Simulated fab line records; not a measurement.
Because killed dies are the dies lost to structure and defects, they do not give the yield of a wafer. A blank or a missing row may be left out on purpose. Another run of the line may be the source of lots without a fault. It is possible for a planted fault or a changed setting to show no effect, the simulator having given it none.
fab line records ; flow sky130
record lots=6; wafers=18; lastDay=50
route steps=708 shown GATE_OXIDE@201 POLY_GATE@204 RES_PROTECT@206 PAD_OPEN@708
lots that met no fault: taken from a fault-free run of the same line
startH: hours from the record's first day to the start of the lot's first wafer shown ; waitH: hours from the lot's prior step to this one ; " same as the row above ; L1.1+2: a row that stands for several wafers ; - no value, or no start given ; * or withheld: withheld ; < > ~ a bound
route shown NAME@n: names a module that has steps shown in the file, with the first one's number in the route ; usual: the fault-free wafers' mean and standard deviation ; same: alike in all rows ; chamber/n: place in a boat ; sites: each site's reading ; _std_site: the values' standard deviation ; _edge_site: inner sites' mean taken away from outer sites' mean ; radiusMm: for every site, how far away it sits from the centre of the wafer ; mask NAME#n: copy n ; behind: the last tool/chamber to shape the wafer ; hold: cause of the lot's hold/its duration in hours/its outcome ; device: whichever transistor did not switch (one of n, p or np) ; end of line: tests run on the same wafers once the route is complete ; a step without rows: its recipe alone ; killed: dies lost to structure and defects at the first sort, not the wafer's yield ; map: a wafer's dies, x killed, . not, _ none there
set.NAME: the setting the step ran with; set.NAME@STEP: the setting that earlier step ran with ; model.NAME: the simulator's own value behind a step, which no gauge read
a table for each step, a row for each wafer; lots at some steps of the route
services: the hour from which a tool's chamber was out of use, counted from the record's first day as startH (under 0 if before that day), plus the number of hours and why
## steps
# step SKY_GATE_OXIDE_TW_MEAS_14
# usual GATE_OXIDE_TW=224.1/1.9
lot.wafer;tool;chamber;startH;waitH;GATE_OXIDE_TW
L358.3;filmMetro-01;-;332.77;0.1;222.5
L358.4;filmMetro-01;-;332.77;0.1;223.9
L358.6;filmMetro-01;-;332.77;0.1;223.2
L360.3;filmMetro-03;-;340.26;0.1;221.6
L360.4;filmMetro-03;-;340.26;0.1;220.8
L360.5;filmMetro-03;-;340.26;0.1;222.2
L362.1;filmMetro-01;-;363.65;0.1;222.4
L362.5;filmMetro-01;-;363.65;0.1;224.7
L362.6;filmMetro-01;-;363.65;0.1;224.1
L365.1;filmMetro-03;-;387.94;0.1;221.5
L365.3;filmMetro-03;-;387.94;0.1;221.0
L365.5;filmMetro-03;-;387.94;0.1;221.8
L374.1;filmMetro-04;-;461.07;0.1;225.5
L374.2;filmMetro-04;-;461.07;0.1;227.5
L374.6;filmMetro-04;-;461.07;0.1;227.0
L379.1;filmMetro-03;-;520.45;0.1;223.7
L379.2;filmMetro-03;-;520.45;0.1;222.3
L379.6;filmMetro-03;-;520.45;0.1;223.8
# step SKY_GATE_OXIDE_CLEAN_15
# recipe chemistry=SC1/SC2; mix=1:4:20; tempC=70; timeS=150; dry=n2Spin
# step SKY_GATE_OXIDE_OXIDATION_16
# recipe tempC=800; ambient=O2; idleTempC=700; rampUpCPerMin=10; rampDownCPerMin=3; stabiliseS=600; purgeS=300; targetThkA=35.7; oxTimeS=1915
# step SKY_POLY_GATE_CVD_00
# recipe material=poly-Si; targetThkNm=180; tempC=620; timeS=720; pressureMtorr=200
# step SKY_POLY_GATE_THK_MEAS_01
# recipe reads=poly-Si_of_POLY_GATE_CVD_00
# usual POLY_GATE_CVD_00_THK=180.3/1.7
lot.wafer;tool;chamber;startH;waitH;POLY_GATE_CVD_00_THK[nm]
L358.3;filmMetro-01;-;335.73;0.0;179.9
L358.4;filmMetro-01;-;335.73;0.0;180.5
L358.6;filmMetro-01;-;335.73;0.0;181.8
L360.3;filmMetro-01;-;343.83;0.0;180.5
L360.4;filmMetro-01;-;343.83;0.0;180.1
L360.5;filmMetro-01;-;343.83;0.0;178.5
L362.1;filmMetro-01;-;368.90;0.0;178.8
L362.5;filmMetro-01;-;368.90;0.0;177.9
L362.6;filmMetro-01;-;368.90;0.0;179.1
L365.1;filmMetro-03;-;391.49;0.0;181.0
L365.3;filmMetro-03;-;391.49;0.0;181.8
L365.5;filmMetro-03;-;391.49;0.0;180.6
L374.1;filmMetro-01;-;464.88;0.0;180.6
L374.2;filmMetro-01;-;464.88;0.0;181.8
L374.6;filmMetro-01;-;464.88;0.0;179.6
L379.1;filmMetro-02;-;523.29;0.0;183.7
L379.2;filmMetro-02;-;523.29;0.0;182.9
L379.6;filmMetro-02;-;523.29;0.0;185.0
# step SKY_RES_PROTECT_DEHYDRATE_00
# recipe tempC=200; timeS=60
# step SKY_RES_PROTECT_HMDS_01
# recipe primeTimeS=60; primeTempC=120
# step SKY_RES_PROTECT_COAT_02
# recipe resist=NOVOLAK; spinRpm=3000; resistThkNm=1140
# step SKY_RES_PROTECT_SOFTBAKE_03
# recipe tempC=90; timeS=60; resist=NOVOLAK
# step SKY_RES_PROTECT_EXPOSE_04
# recipe maskId=RPM; na=0.6; sourceShape=conventional; sigmaOuter=0.6; polarization=unpolarized; targetCdNm=1270; doseMj=131
# step SKY_RES_PROTECT_PEB_05
# recipe tempC=withheld; timeS=*; resist=NOVOLAK
# step SKY_RES_PROTECT_DEVELOP_06
# recipe resist=NOVOLAK; developer=TMAH; developTimeS=60; devTempC=23
# step SKY_POLY_GATE_IMPLANT_02
# recipe species=P; energyKev=30; doseCm2=7.7e+15; tiltDeg=0
# usual beamOnS=36.5/0.99; doseIonsCm2=7.702e+15/9.6e+12; endStationPressureTorr=1.05e-05/5.8e-07
lot.wafer;tool;chamber;startH;waitH;beamOnS;doseIonsCm2;endStationPressureTorr
L358.3;implanter-04;0;362.99;0.1;39.4;7.716e+15;9.9e-06
L358.4;implanter-04;0;362.99;0.1;38.1;7.72e+15;1.13e-05
L358.6;implanter-04;0;362.99;0.1;36.5;7.692e+15;9.8e-06
L360.3;implanter-01;0;371.94;0.2;35.8;7.694e+15;1.02e-05
L360.4;implanter-01;0;371.94;0.2;35.6;7.695e+15;1.02e-05
L360.5;implanter-01;0;371.94;0.2;37.4;7.686e+15;9.9e-06
L362.1;implanter-04;0;396.99;0.1;13.6;2.886e+15;1.34e-05
L362.5;implanter-04;0;396.99;0.1;14.3;2.905e+15;1.21e-05
L362.6;implanter-04;0;396.99;0.1;14.2;2.889e+15;1.36e-05
L365.1;implanter-04;0;421.04;0.1;14.1;2.886e+15;1.3e-05
L365.3;implanter-04;0;421.04;0.1;13.9;2.884e+15;1.41e-05
L365.5;implanter-04;0;421.04;0.1;14.0;2.904e+15;1.32e-05
L374.1;implanter-01;0;495.43;0.1;36.7;7.702e+15;1.06e-05
L374.2;implanter-01;0;495.43;0.1;36.4;7.701e+15;9.8e-06
L374.6;implanter-01;0;495.43;0.1;37.1;7.707e+15;1.17e-05
L379.1;implanter-02;0;552.89;0.1;36.1;7.696e+15;1.18e-05
L379.2;implanter-02;0;552.89;0.1;35.9;7.69e+15;1.07e-05
L379.6;implanter-02;0;552.89;0.1;36.6;7.706e+15;1.03e-05
# step SKY_RES_PROTECT_STRIP_07
# recipe chemistry=O2/N2; powerW=1400; pressureMtorr=1500; platenTempC=withheld; o2FlowSccm=3000; n2FlowSccm=300; overashFraction=0.5
# usual drypumpMotorCurrentA=5.97/0.27; oesProductAu=0.517/0.0042; stripTimeToEndpointS=23.28/0.036
# same overashFraction=0.5
lot.wafer;tool;chamber;startH;waitH;drypumpMotorCurrentA;oesProductAu;rfHoursCounterH;stripTimeToEndpointS
L358.3;plasmaAsher-04;0;363.12;0.1;6.24;0.517;-;23.30
L358.4;plasmaAsher-04;1;363.12;0.1;6.11;0.518;-;23.28
L358.6;plasmaAsher-04;0;363.12;0.1;6.22;0.517;-;23.30
L360.3;plasmaAsher-04;0;372.07;0.1;6.26;0.510;-;23.25
L360.4;plasmaAsher-04;1;372.07;0.1;6.08;0.517;-;23.25
L360.5;plasmaAsher-04;0;372.07;0.1;6.29;0.519;-;23.26
L362.1;plasmaAsher-01;1;397.14;0.1;5.52;0.576;72;19.45
L362.5;plasmaAsher-01;0;397.14;0.1;5.81;0.578;-;19.45
L362.6;plasmaAsher-01;1;397.14;0.1;5.48;0.571;-;19.39
L365.1;plasmaAsher-01;0;421.19;0.1;5.80;0.577;74;19.43
L365.3;plasmaAsher-01;0;421.19;0.1;5.80;0.574;-;19.47
L365.5;plasmaAsher-01;0;421.19;0.1;5.82;0.573;-;19.47
L374.1;plasmaAsher-04;1;495.58;0.1;6.11;0.516;6;23.29
L374.2;plasmaAsher-04;0;495.58;0.1;6.22;0.518;6;23.28
L374.6;plasmaAsher-04;1;495.58;0.1;6.12;0.525;-;23.27
L379.1;plasmaAsher-03;0;553.04;0.1;5.71;0.518;40;23.22
L379.2;plasmaAsher-03;1;553.04;0.1;6.19;0.525;40;23.22
L379.6;plasmaAsher-03;1;553.04;0.1;6.19;0.515;-;23.26
# step SKY_RES_PROTECT_TW_MEAS_08
# usual POLY_GATE_TW=4017/45
lot.wafer;tool;chamber;startH;waitH;POLY_GATE_TW
L358.3;filmMetro-02;-;363.21;0.1;4014
L358.4;filmMetro-02;-;363.21;0.1;4008
L358.6;filmMetro-02;-;363.21;0.1;4011
L360.3;filmMetro-04;-;372.16;0.1;4092
L360.4;filmMetro-04;-;372.16;0.1;4081
L360.5;filmMetro-04;-;372.16;0.1;4072
L362.1;filmMetro-04;-;397.24;0.1;3705
L362.5;filmMetro-04;-;397.24;0.1;3708
L362.6;filmMetro-04;-;397.24;0.1;3721
L365.1;filmMetro-04;-;421.29;0.1;3725
L365.3;filmMetro-04;-;421.29;0.1;3718
L365.5;filmMetro-04;-;421.29;0.1;3732
L374.1;filmMetro-02;-;495.68;0.1;3987
L374.2;filmMetro-02;-;495.68;0.1;4000
L374.6;filmMetro-02;-;495.68;0.1;3979
L379.1;filmMetro-02;-;553.14;0.1;3998
L379.2;filmMetro-02;-;553.14;0.1;3995
L379.6;filmMetro-02;-;553.14;0.1;4003
# step SKY_RES_PROTECT_CLEAN_09
# recipe chemistry=SC1/SC2; mix=1:4:20; tempC=70; timeS=150; dry=n2Spin
# step SKY_PAD_OPEN_PROBE_99
# usual killed_at_M0_to_M3=43/6.8; killed_at_M4_up=3.3/2.1; killedAtContacts=24/5; killedAtFrontEnd=15/4.4; killedAtOther=0.3/0.57; killedDies=86/9.7; killedOpen=47/7.3; killedShort=39/6.1
# same grossDies=492; killedAtBackSide=0
lot.wafer;tool;chamber;startH;waitH;killed_at_M0_to_M3;killed_at_M4_up;killedAtContacts;killedAtFrontEnd;killedAtOther;killedDies;killedOpen;killedShort;model.etest.resPoly.lineOhmUm;model.etest.liconPoly.rcOhm;model.etest.resPoly.rsOhmSq;model.etest.nfet_01v8.rOnOhmUm;model.etest.nfet_01v8_swapped.driveUaUm;model.etest.nfet_01v8_turned.driveUaUm;model.etest.nfet_01v8_lvt.driveUaUm;model.etest.nfet_01v8.driveUaUm
L358.3;prober-02;-;1093.77;0.2;41;8;17;15;1;82;37;45;482.2;152.8;47.83;832.7;501.3;499.8;568;500.9
L358.4;prober-02;-;1093.82;0.2;40;4;25;16;0;85;45;39;517.7;156.4;48.15;810.6;518.8;516.7;588.3;513.2
L358.6;prober-02;-;1093.92;0.2;35;3;24;18;0;80;41;39;486.2;154.3;47.23;851.9;492.8;496.1;561.7;493.4
L360.3;prober-02;-;1103.69;0.2;47;2;27;17;0;93;59;34;508.1;148;48.44;834.3;500.1;502.1;573;500.3
L360.4;prober-02;-;1103.74;0.2;39;5;25;19;0;88;53;35;532;149.5;48.26;812;513.4;514.1;587.5;518.9
L360.5;prober-02;-;1103.79;0.2;29;2;28;9;0;68;39;29;552.1;149.4;49.48;799.7;521.7;517.9;593;518.3
L362.1;prober-02;-;1120.82;0.1;40;1;26;11;0;78;43;35;1550;969.9;144.8;839.5;486.5;488.4;560.6;484.8
L362.5;prober-02;-;1121.02;0.2;39;3;19;16;0;77;33;44;1494;943.6;144.7;860.5;480.4;475.7;549.4;478.2
L362.6;prober-02;-;1121.07;0.2;49;3;23;18;1;94;59;34;1507;971.7;143.1;871.8;475.3;475.4;541.8;469.4
L365.1;prober-01;-;1133.55;0.1;48;2;24;19;0;93;48;45;1498;1008;143.4;855;485.7;482.7;555.8;481.5
L365.3;prober-01;-;1133.65;0.2;43;4;21;16;0;84;46;38;1432;927.1;136.7;856.1;482.2;484.2;558.2;485.2
L365.5;prober-01;-;1133.75;0.2;41;2;28;18;1;90;50;40;1545;977.3;143.9;855.1;479.7;479.9;555.4;485
L374.1;prober-02;-;1176.86;0.1;39;2;21;10;0;72;37;33;532.2;148.2;48.4;843;491;485.9;558.8;485.9
L374.2;prober-02;-;1176.91;0.1;43;2;21;10;0;76;40;34;516;156.7;47.24;847.1;492.4;489.9;560.4;488.7
L374.6;prober-02;-;1177.11;0.2;40;6;27;9;0;82;51;31;514.4;147.5;47.76;849.6;479.4;482.5;547;480.9
L379.1;prober-01;-;1206.46;0.1;42;2;19;22;0;85;41;43;466.9;150.6;47.13;893.4;480.1;478.2;550.4;479.5
L379.2;prober-01;-;1206.51;0.1;43;1;31;17;0;92;47;43;487.7;150.6;47.23;852.2;488.7;487.1;561.4;488.3
L379.6;prober-01;-;1206.71;0.2;38;0;26;21;1;86;47;38;505.9;152.7;46.86;843.6;492.6;498.3;566.1;496.9
# killed by level:class
L358.3 CONTACT:geometricParticle:short=9 VIA1:geometricParticle:open=9 FIELD_ISO:geometricParticle:open=6 METAL4:geometricParticle:short=6 METAL3:geometricParticle:short=6 VIA3:geometricParticle:open=6 POLY_GATE:geometricParticle:short=4 CONTACT:geometricParticle:open=4
L358.4 CONTACT:geometricParticle:open=8 VIA1:geometricParticle:open=8 VIA3:geometricParticle:open=8 LI_CONTACT:geometricParticle:open=6 CONTACT:geometricParticle:short=5 METAL1:geometricParticle:short=5 VIA1:geometricParticle:short=5 POLY_GATE:geometricParticle:short=4
L358.6 CONTACT:geometricParticle:open=9 VIA1:geometricParticle:short=7 VIA1:geometricParticle:open=7 FIELD_ISO:geometricParticle:open=6 VIA2:geometricParticle:open=6 LI_CONTACT:geometricParticle:open=5 CONTACT:geometricParticle:short=5 POLY_GATE:geometricParticle:short=4
L360.3 CONTACT:geometricParticle:open=18 VIA1:geometricParticle:open=11 VIA3:geometricParticle:open=7 METAL1:geometricParticle:short=7 VIA1:geometricParticle:short=6 SPACER:geometricParticle:open=4 VIA2:geometricParticle:open=4 FIELD_ISO:geometricParticle:open=3
L360.4 CONTACT:geometricParticle:open=11 FIELD_ISO:geometricParticle:open=8 VIA1:geometricParticle:open=7 VIA2:geometricParticle:open=7 LOCAL_INTERCONNECT:geometricParticle:short=5 CONTACT:geometricParticle:short=5 METAL2:geometricParticle:short=4 VIA2:geometricParticle:short=4
L360.5 CONTACT:geometricParticle:open=11 METAL1:geometricParticle:short=8 LI_CONTACT:geometricParticle:open=5 LI_CONTACT:geometricParticle:short=5 VIA1:geometricParticle:open=5 VIA2:geometricParticle:open=4 FIELD_ISO:geometricParticle:short=3 VIA3:geometricParticle:open=3
L362.1 CONTACT:geometricParticle:open=10 VIA1:geometricParticle:open=10 LI_CONTACT:geometricParticle:open=7 METAL2:geometricParticle:short=6 VIA1:geometricParticle:short=5 CONTACT:geometricParticle:short=4 METAL1:geometricParticle:short=4 VIA2:geometricParticle:open=4
L362.5 CONTACT:geometricParticle:open=8 POLY_GATE:geometricParticle:short=6 VIA1:geometricParticle:short=6 VIA1:geometricParticle:open=6 VIA2:geometricParticle:short=6 METAL2:geometricParticle:short=5 METAL3:geometricParticle:short=5 VIA3:geometricParticle:open=5
L362.6 VIA3:geometricParticle:open=11 VIA1:geometricParticle:open=10 CONTACT:geometricParticle:open=9 VIA2:geometricParticle:open=8 POLY_GATE:geometricParticle:open=6 CONTACT:geometricParticle:short=5 VIA1:geometricParticle:short=5 LI_CONTACT:geometricParticle:open=4
L365.1 VIA1:geometricParticle:open=11 VIA3:geometricParticle:open=9 POLY_GATE:geometricParticle:short=6 VIA2:geometricParticle:short=6 CONTACT:geometricParticle:open=6 VIA2:geometricParticle:open=6 LI_CONTACT:geometricParticle:short=5 LI_CONTACT:geometricParticle:open=5
L365.3 CONTACT:geometricParticle:open=9 VIA1:geometricParticle:open=9 VIA2:geometricParticle:open=8 VIA3:geometricParticle:open=7 LI_CONTACT:geometricParticle:open=6 POLY_GATE:geometricParticle:short=5 POLY_GATE:geometricParticle:open=5 VIA1:geometricParticle:short=4
L365.5 CONTACT:geometricParticle:open=10 VIA2:geometricParticle:open=8 LI_CONTACT:geometricParticle:open=7 VIA1:geometricParticle:open=6 FIELD_ISO:geometricParticle:open=5 METAL2:geometricParticle:short=5 METAL1:geometricParticle:short=5 CONTACT:geometricParticle:short=5
L374.1 VIA1:geometricParticle:open=8 CONTACT:geometricParticle:open=6 METAL2:geometricParticle:short=6 VIA2:geometricParticle:open=6 VIA3:geometricParticle:open=6 CONTACT:geometricParticle:short=5 FIELD_ISO:geometricParticle:open=4 LI_CONTACT:geometricParticle:open=4
L374.2 CONTACT:geometricParticle:open=13 VIA1:geometricParticle:open=8 VIA2:geometricParticle:open=6 METAL3:geometricParticle:short=6 VIA3:geometricParticle:open=6 METAL1:geometricParticle:short=5 FIELD_ISO:geometricParticle:short=4 CONTACT:geometricParticle:short=3
L374.6 VIA1:geometricParticle:open=14 LI_CONTACT:geometricParticle:open=12 CONTACT:geometricParticle:short=6 CONTACT:geometricParticle:open=5 VIA3:geometricParticle:open=5 VIA1:geometricParticle:short=4 FIELD_ISO:geometricParticle:open=4 METAL1:geometricParticle:short=4
L379.1 VIA3:geometricParticle:open=9 CONTACT:geometricParticle:open=9 METAL1:geometricParticle:short=9 FIELD_ISO:geometricParticle:short=8 VIA1:geometricParticle:open=6 VIA2:geometricParticle:open=6 POLY_GATE:geometricParticle:short=5 POLY_GATE:geometricParticle:open=5
L379.2 CONTACT:geometricParticle:open=13 CONTACT:geometricParticle:short=9 VIA1:geometricParticle:open=8 FIELD_ISO:geometricParticle:short=7 VIA3:geometricParticle:short=6 LI_CONTACT:geometricParticle:open=6 VIA2:geometricParticle:open=6 METAL1:geometricParticle:short=5
L379.6 LI_CONTACT:geometricParticle:open=9 VIA1:geometricParticle:open=9 CONTACT:geometricParticle:open=7 VIA2:geometricParticle:short=6 VIA3:geometricParticle:open=5 METAL1:geometricParticle:short=5 POLY_GATE:geometricParticle:open=4 LOCAL_INTERCONNECT:geometricParticle:short=4
## services
tool;chamber;startH;hours;kind
plasmaAsher-04;-;342.92;3.4;repair
plasmaAsher-04;-;346.48;14.6;pm
plasmaAsher-03;-;373.65;14.6;pm
implanter-02;-;394.68;4.4;repair
implanter-02;-;417.20;6.1;repair
plasmaAsher-04;-;421.25;9.0;pm
plasmaAsher-04;0;421.25;9.0;ventCycle
plasmaAsher-04;1;421.25;9.0;ventCycle
implanter-04;-;423.47;4.1;pm
plasmaAsher-04;0;430.25;-;clean
plasmaAsher-04;1;430.25;-;clean
plasmaAsher-04;-;471.61;11.1;repair
plasmaAsher-01;-;473.88;1.2;repair
implanter-01;-;477.80;3.5;repair
implanter-04;-;486.94;24.7;repair
plasmaAsher-01;-;491.65;4.8;repair
plasmaAsher-03;-;522.08;15.6;pm
implanter-01;-;524.51;4.2;pm
plasmaAsher-01;-;527.63;2.8;pm
## key
firstSign step=SKY_POLY_GATE_IMPLANT_02; reading=doseIonsCm2; direction=down; sigmas=99+; usual=*; struck=*
effect step=SKY_POLY_GATE_IMPLANT_02; reading=beamOnS; direction=down; sigmas=23; usual=36.5; struck=14.0
effect step=SKY_RES_PROTECT_STRIP_07; reading=stripTimeToEndpointS; direction=down; sigmas=99+; usual=*; struck=*
effect step=SKY_RES_PROTECT_TW_MEAS_08; reading=POLY_GATE_TW; direction=down; sigmas=6.6; usual=4017; struck=3718
modelEffect step=SKY_PAD_OPEN_PROBE_99; value=etest.resPoly.lineOhmUm; without=513.3; struck=1504
metAt SKY_POLY_GATE_IMPLANT_02
struckWafers L362.1,L362.5,L362.6,L365.1,L365.3,L365.5
testerLeftOut L362,L365
onsetBetween 362.99 396.99
fault kind=processParameterDrift; tool=implanter-04; chamber=-; onsetH=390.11; steps=SKY_POLY_GATE_IMPLANT_02; channel=doseCm2; offset=*; shape=step; endH=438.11; actsIn=*; stated=*
# testerLeftOut: of these lots the tester's yield and bins aren't shown, on N5 and GAA mostly nor the transistor test; their killed dies are dies lost to structure and defects alone, not to doping, threshold or leakage, so they don't give the yield
